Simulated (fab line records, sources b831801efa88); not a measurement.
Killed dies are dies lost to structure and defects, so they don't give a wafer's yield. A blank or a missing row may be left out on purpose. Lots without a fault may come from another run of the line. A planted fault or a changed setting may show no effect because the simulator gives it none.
Chamber matching | flow sky130 | SKY_VIA3_CMP_02 on cmp-01: 4 sister chambers
The step polishes SiO2. 4 wafers are shown with their chamber, then 7 later ones without.

WAFERS WITH THEIR CHAMBER
wafer  | chamber | motor_current_A (A)
L597.3 | 0       | 11.4
L603.3 | 3       | 11.3
L610.1 | 1       | 11.9
L610.2 | 2       | 12.6

WAFERS WITHOUT THEIR CHAMBER
wafer  | motor_current_A (A)
L610.3 | 10.7
L608.1 | 10.3
L608.3 | 11.4
L608.4 | 12.7
L614.2 | 11.4
L614.5 | 11.4
L614.6 | 10.3

WHICH CHAMBER EACH WENT THROUGH
wafer  | from the rows above          | in truth
L610.3 | can't be placed: 3 or 0 or 1 | 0
L608.1 | can't be placed: 3 or 0 or 1 | 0
L608.3 | can't be placed: 0 or 3 or 1 | 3
L608.4 | can't be placed: 2 or 1      | 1
L614.2 | can't be placed: 0 or 3 or 1 | 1
L614.5 | can't be placed: 0 or 3 or 1 | 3
L614.6 | can't be placed: 3 or 0 or 1 | 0
Placed correctly: 0 of 7. Can't be placed from these rows: 7 (the true chamber is among the candidates in 7). Placed wrongly: 0.
How it was worked out, from the rows above alone: a wafer's distance from a chamber is the root of the sum, over the readings, of the square of ((its reading less the chamber's mean) divided by the reading's scatter). The wafer belongs to the nearest chamber; if the next one is less than 2 further off, it can't be placed. A chamber's mean is the mean of its shown wafers. The scatter: with one shown wafer a chamber, the root of the mean of the squares of how far each hidden wafer lies from its nearest shown one.
